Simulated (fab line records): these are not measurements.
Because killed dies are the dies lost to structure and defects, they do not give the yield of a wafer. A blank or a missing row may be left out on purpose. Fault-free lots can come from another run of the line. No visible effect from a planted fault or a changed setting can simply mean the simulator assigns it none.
fab line records	flow sky130
record: lots: 13	wafers: 39	last_day: 50
route steps=708 shown LDD_N@250 METAL1@437 VIA1@461
lots that met no fault: from a run of the same line without faults
start_h: hours from the record's first day to the start of the lot's first wafer shown	wait_h: how many hours have passed since the lot's step before this one	" the same as in the row above	L1.1+2: several wafers, shown together as one row	- either no value or no given start	* or withheld: withheld	< > ~ a bound
route shown NAME@n: NAME is a module with steps in the file, n the number in the route of the first one	usual: average and standard deviation across the fault-free wafers	same: alike in all rows	chamber/n: place in a boat	sites: each site's reading	_std_site: the standard deviation of these	_edge_site: mean of outer sites minus mean of inner sites	radius_mm: how far each site lies from the wafer's centre	mask NAME#n: copy n	behind: the tool/chamber that last shaped the wafer	hold: what put the lot on hold/how long, in hours/how the hold closed	device: transistor that didn't switch, given as n, p or np	end of line: the tests these same wafers got at the end of their route	step lacking rows: just its recipe	killed: dies that structure and defects cost at the first sort, which is not the same as the wafer's yield	map: the dies of a wafer, with x for killed, . for not killed, _ for no die there
set.NAME: the setting that was run; set.NAME@STEP: the one run at that earlier step	model.NAME: the simulator's own value behind a step, which no gauge read
one table for each step of the route and one row for each wafer, over a sample of lots
services: from which hour (start_h, from the record's first day; less than 0 if before it) a tool's chamber was out of use, for how many hours, and why
== steps ==
step: SKY_LDD_N_IMPLANT_13
recipe: species: BF2	energy_kev: 50	dose_cm2: 5e+12	tilt_deg: 30	rotation_deg: 90
usual: faraday_current_uA: 28.1/0.6	rotation_deg: 90.002/0.024
lot.wafer	tool	chamber	start_h	wait_h	faraday_current_uA	rotation_deg
L713.3	implanter-03	0	402.53	0.1	28.6	90.011
L713.5	"	0	"	"	29.0	89.990
L713.6	"	0	"	"	27.4	90.044
L714.2	implanter-03	0	406.25	0.1	27.5	90.047
L714.3	"	0	"	"	27.8	90.008
L714.4	"	0	"	"	27.9	90.006
L715.2	implanter-01	0	416.40	0.1	28.7	90.009
L715.3	"	0	"	"	28.6	90.000
L715.6	"	0	"	"	27.8	90.003
L718.1	implanter-03	0	446.17	0.1	28.0	89.991
L718.3	"	0	"	"	28.0	90.002
L718.6	"	0	"	"	27.7	90.010
L719.2	implanter-02	0	457.21	0.1	28.9	90.044
L719.4	"	0	"	"	27.5	90.019
L719.6	"	0	"	"	28.1	90.022
L720.1	implanter-01	0	464.98	0.1	28.2	90.041
L720.4	"	0	"	"	28.9	89.994
L720.5	"	0	"	"	29.3	90.019
L721.2	implanter-01	0	472.71	0.1	29.0	89.991
L721.3	"	0	"	"	28.6	90.008
L721.6	"	0	"	"	27.9	90.011
L723.1	implanter-01	0	497.87	0.1	28.2	219.88
L723.3	"	0	"	"	27.8	219.93
L723.5	"	0	"	"	28.3	219.89
L724.1	implanter-01	0	500.03	0.1	27.9	219.90
L724.2	"	0	"	"	27.8	219.89
L724.3	"	0	"	"	28.5	219.90
L726.3	implanter-01	0	521.67	0.1	27.9	219.87
L726.4	"	0	"	"	28.3	219.89
L726.6	"	0	"	"	28.2	219.89
L732.2	implanter-02	0	571.06	0.1	29.1	89.945
L732.3	"	0	"	"	28.3	89.982
L732.4	"	0	"	"	28.9	89.954
L734.1	implanter-01	0	583.43	0.1	27.9	89.979
L734.4	"	0	"	"	27.4	89.981
L734.6	"	0	"	"	27.5	89.964
L736.1	implanter-02	0	599.98	0.1	27.5	90.026
L736.3	"	0	"	"	28.9	89.998
L736.5	"	0	"	"	28.2	90.011
step: SKY_METAL1_SPUTTER_03
recipe: material: Ti	target_thk_nm: 5	power_w: 3000	time_s: 3.3	chamber_pressure_pa: 0.4
usual: throttle_valve_pct: 30.2/0.83
lot.wafer	tool	chamber	start_h	wait_h	throttle_valve_pct
L713.3	pvd_sputter-03	-	735.28	0.0	30.6
L713.5	"	-	"	"	30.6
L713.6	"	-	"	"	29.0
L714.2	pvd_sputter-04	-	741.88	0.0	30.3
L714.3	"	-	"	"	29.5
L714.4	"	-	"	"	30.3
L715.2	pvd_sputter-01	-	746.30	0.0	30.0
L715.3	"	-	"	"	30.0
L715.6	"	-	"	"	29.3
L718.1	pvd_sputter-01	-	773.65	0.0	30.2
L718.3	"	-	"	"	32.2
L718.6	"	-	"	"	30.1
L719.2	pvd_sputter-04	-	788.57	0.0	30.4
L719.4	"	-	"	"	30.3
L719.6	"	-	"	"	30.7
L720.1	pvd_sputter-04	-	791.80	0.0	29.6
L720.4	"	-	"	"	30.2
L720.5	"	-	"	"	30.1
L721.2	pvd_sputter-03	-	798.35	0.0	31.0
L721.3	"	-	"	"	30.2
L721.6	"	-	"	"	28.7
L723.1	pvd_sputter-04	-	821.10	0.0	29.5
L723.3	"	-	"	"	30.6
L723.5	"	-	"	"	30.7
L724.1	pvd_sputter-03	-	823.39	0.0	31.2
L724.2	"	-	"	"	30.2
L724.3	"	-	"	"	29.3
L726.3	pvd_sputter-01	-	841.25	0.0	30.1
L726.4	"	-	"	"	32.5
L726.6	"	-	"	"	30.2
L732.2	pvd_sputter-01	-	885.17	0.0	30.1
L732.3	"	-	"	"	29.6
L732.4	"	-	"	"	29.1
L734.1	pvd_sputter-01	-	896.56	0.0	32.1
L734.4	"	-	"	"	30.1
L734.6	"	-	"	"	32.2
L736.1	pvd_sputter-03	-	909.53	0.0	30.4
L736.3	"	-	"	"	29.0
L736.5	"	-	"	"	28.8
step: SKY_VIA1_BOW_MEAS_03
recipe: mode: bow
usual: VIA1_BOW: 78/6.5
lot.wafer	tool	chamber	start_h	wait_h	VIA1_BOW[um]
L713.3	film_metro-04	-	763.49	0.2	85
L713.5	"	-	"	"	96
L713.6	"	-	"	"	86
L714.2	film_metro-02	-	771.01	0.1	80
L714.3	"	-	"	"	77
L714.4	"	-	"	"	81
L715.2	film_metro-01	-	774.81	0.2	88
L715.3	"	-	"	"	80
L715.6	"	-	"	"	74
L718.1	film_metro-04	-	802.30	0.2	87
L718.3	"	-	"	"	77
L718.6	"	-	"	"	82
L719.2	film_metro-02	-	817.02	0.2	76
L719.4	"	-	"	"	79
L719.6	"	-	"	"	71
L720.1	film_metro-02	-	820.24	0.2	75
L720.4	"	-	"	"	80
L720.5	"	-	"	"	67
L721.2	film_metro-04	-	826.36	0.1	73
L721.3	"	-	"	"	80
L721.6	"	-	"	"	79
L723.1	film_metro-01	-	848.89	0.1	75
L723.3	"	-	"	"	75
L723.5	"	-	"	"	84
L724.1	film_metro-02	-	851.69	0.2	78
L724.2	"	-	"	"	80
L724.3	"	-	"	"	77
L726.3	film_metro-01	-	869.07	0.2	75
L726.4	"	-	"	"	81
L726.6	"	-	"	"	82
L732.2	film_metro-04	-	911.62	0.2	80
L732.3	"	-	"	"	79
L732.4	"	-	"	"	70
L734.1	film_metro-02	-	922.86	0.1	66
L734.4	"	-	"	"	65
L734.6	"	-	"	"	74
L736.1	film_metro-02	-	935.21	0.1	71
L736.3	"	-	"	"	74
L736.5	"	-	"	"	81
step: SKY_VIA1_ETCH_14
recipe: chemistry: N2/H2	target: BARC	ion_energy_ev: 200	source_w: 500	bias_w: 100	pressure_mtorr: 30	n2_flow_sccm: 100	h2_flow_sccm: 200	stop_on: SiO2	time_s: 45.9	target_depth_a: 600
usual: drypump_motor_current_A: 6.0/0.53	oes_product_au: 0.854/0.0045	throttle_valve_pct: 13.225/0.0082
lot.wafer	tool	chamber	start_h	wait_h	drypump_motor_current_A	oes_product_au	rf_hours_counter_h	throttle_valve_pct
L713.3	rie_diel-01	2	790.49	0.0	6.4	0.854	10	13.221
L713.5	"	1	"	"	6.8	0.858	-	13.219
L713.6	"	0	"	"	5.3	0.855	-	13.211
L714.2	rie_diel-01	3	798.03	0.0	5.7	0.858	7	13.218
L714.3	"	0	"	"	5.4	0.853	17	13.226
L714.4	"	1	"	"	6.8	0.858	2	13.216
L715.2	rie_diel-01	2	801.94	0.0	6.4	0.855	10	13.232
L715.3	"	1	"	"	6.8	0.854	2	13.227
L715.6	"	3	"	"	5.7	0.851	-	13.227
L718.1	rie_diel-04	2	828.79	0.0	6.3	0.861	0	13.217
L718.3	"	0	"	"	6.0	0.841	18	13.211
L718.6	"	0	"	"	6.0	0.855	-	13.227
L719.2	rie_diel-01	2	843.69	0.0	6.4	0.853	11	13.225
L719.4	"	0	"	"	5.3	0.853	18	13.221
L719.6	"	0	"	"	5.3	0.850	-	13.222
L720.1	rie_diel-04	1	846.88	0.0	6.5	0.849	2	13.229
L720.4	"	3	"	"	5.2	0.862	6	13.224
L720.5	"	0	"	"	5.9	0.849	-	13.226
L721.2	rie_diel-02	3	851.65	0.0	5.2	0.853	6	13.217
L721.3	"	2	"	"	5.9	0.857	21	13.235
L721.6	"	1	"	"	5.8	0.853	-	13.238
L723.1	rie_diel-01	1	875.24	0.0	6.8	0.860	3	13.223
L723.3	"	0	"	"	5.3	0.853	18	13.220
L723.5	"	2	"	"	6.4	0.855	-	13.222
L724.1	rie_diel-02	2	877.65	0.0	5.9	0.852	22	13.228
L724.2	"	1	"	"	5.8	0.854	0	13.231
L724.3	"	0	"	"	6.2	0.858	17	13.225
L726.3	rie_diel-02	1	894.64	0.0	5.8	0.852	1	13.221
L726.4	"	2	"	"	5.9	0.850	22	13.222
L726.6	"	1	"	"	5.8	0.853	-	13.211
L732.2	rie_diel-04	0	936.19	0.0	5.9	0.861	21	13.218
L732.3	"	3	"	"	5.2	0.857	9	13.227
L732.4	"	2	"	"	6.3	0.859	4	13.229
L734.1	rie_diel-04	2	947.85	0.0	6.3	0.855	4	13.229
L734.4	"	0	"	"	5.9	0.856	21	13.229
L734.6	"	2	"	"	6.3	0.864	-	13.214
L736.1	rie_diel-04	1	959.30	0.0	6.5	0.852	5	13.227
L736.3	"	3	"	"	5.2	0.863	9	13.226
L736.5	"	2	"	"	6.3	0.852	-	13.235
== services ==
tool	chamber	start_h	hours	kind
rie_diel-04	2	380.20	5.4	repair
rie_diel-04	2	403.37	9.3	repair
rie_diel-01	2	441.41	3.4	repair
implanter-01	-	456.49	6.4	repair
rie_diel-01	1	459.14	3.2	repair
rie_diel-04	1	483.59	7.1	repair
pvd_sputter-01	-	484.96	7.4	repair
rie_diel-04	0	490.33	7.0	repair
rie_diel-04	0	511.23	1.3	repair
pvd_sputter-01	-	519.88	1.1	repair
implanter-01	-	522.30	2.5	repair
pvd_sputter-01	-	543.94	1.3	repair
pvd_sputter-01	-	547.93	4.4	repair
rie_diel-01	0	591.12	3.1	repair
implanter-01	-	608.40	0.9	repair
rie_diel-04	-	651.60	2.8	pm
implanter-01	-	664.03	2.6	pm
rie_diel-04	-	682.41	0.2	repair
rie_diel-04	3	738.49	3.1	repair
rie_diel-01	-	742.60	1.7	repair
rie_diel-01	3	749.44	15.6	repair
implanter-01	-	792.27	17.6	pm
implanter-01	-	870.53	3.5	repair
implanter-01	-	905.39	32.2	pm
== key ==
first_sign: step: SKY_LDD_N_IMPLANT_13	reading: rotation_deg	direction: up	sigmas: 99+	usual: 90.002	struck: 219.89
effect none on later readings
met_at SKY_LDD_N_IMPLANT_13
struck_lots L723,L724,L726
tester_left_out L723,L724,L726
not_acting_at SKY_METAL1_SPUTTER_03,SKY_VIA1_BOW_MEAS_03,SKY_VIA1_ETCH_14
onset_between 472.71 497.87
fault: kind: process_parameter_drift	tool: implanter-01	chamber: -	onset_h: 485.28	steps: SKY_LDD_N_IMPLANT_13	channel: rotation_deg	offset: 129.88	shape: step	end_h: 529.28	acts_in: these_recipes_only	stated: 90
tester_left_out: of these lots the tester's yield and bins aren't shown, on N5 and GAA mostly nor the transistor test; their killed dies are dies lost to structure and defects alone, not to doping, threshold or leakage, so they don't give the yield
